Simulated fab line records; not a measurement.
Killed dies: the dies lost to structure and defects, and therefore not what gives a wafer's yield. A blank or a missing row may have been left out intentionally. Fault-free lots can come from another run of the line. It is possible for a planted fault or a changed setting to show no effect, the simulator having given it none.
Chamber matching | flow sky130 | SKY_VIA3_CMP_02 on cmp-01 has 4 sister chambers
The step polishes SiO2. 4 wafers are shown with their chamber, then 9 later ones without.

== WAFERS PAIRED WITH THEIR CHAMBERS ==
wafer  | chamber | slurry flow ml min
L929.1 | 2       | 149.4
L932.1 | 3       | 149.9
L934.4 | 1       | 150.1
L934.6 | 0       | 150.3

== WAFERS WITHOUT THEIR CHAMBER ==
wafer  | slurry flow ml min
L933.2 | 150.2
L933.5 | 150.2
L933.6 | 149.4
L935.3 | 149.7
L935.4 | 149.7
L935.6 | 150.5
L945.1 | 150.2
L945.3 | 149.5
L945.4 | 149.8

== THE CHAMBER EACH PASSED THROUGH ==
wafer  | from the rows above          | in truth
L933.2 | can't be placed: 1 or 0 or 3 | 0
L933.5 | can't be placed: 1 or 0 or 3 | 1
L933.6 | 2                            | 2
L935.3 | can't be placed: 3 or 2 or 1 | 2
L935.4 | can't be placed: 3 or 2 or 1 | 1
L935.6 | can't be placed: 0 or 1      | 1
L945.1 | can't be placed: 1 or 0 or 3 | 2
L945.3 | 2                            | 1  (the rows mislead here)
L945.4 | can't be placed: 3 or 1      | 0
Placed correctly: 1 of 9. Unplaceable from these rows: 7, with the true chamber sitting among the candidates in 5. Placed wrongly: 1.
How it was worked out, from the rows above alone: a wafer's distance from a chamber is the root of the sum, over the readings, of the square of ((its reading less the chamber's mean) divided by the reading's scatter). The wafer belongs to the nearest chamber; if the next one is less than 2 further off, it can't be placed. For every chamber, the mean is computed from those of its wafers that are shown. The scatter (one wafer shown for each chamber): square how far every hidden wafer sits from the nearest shown wafer, average those squares and take the square root.
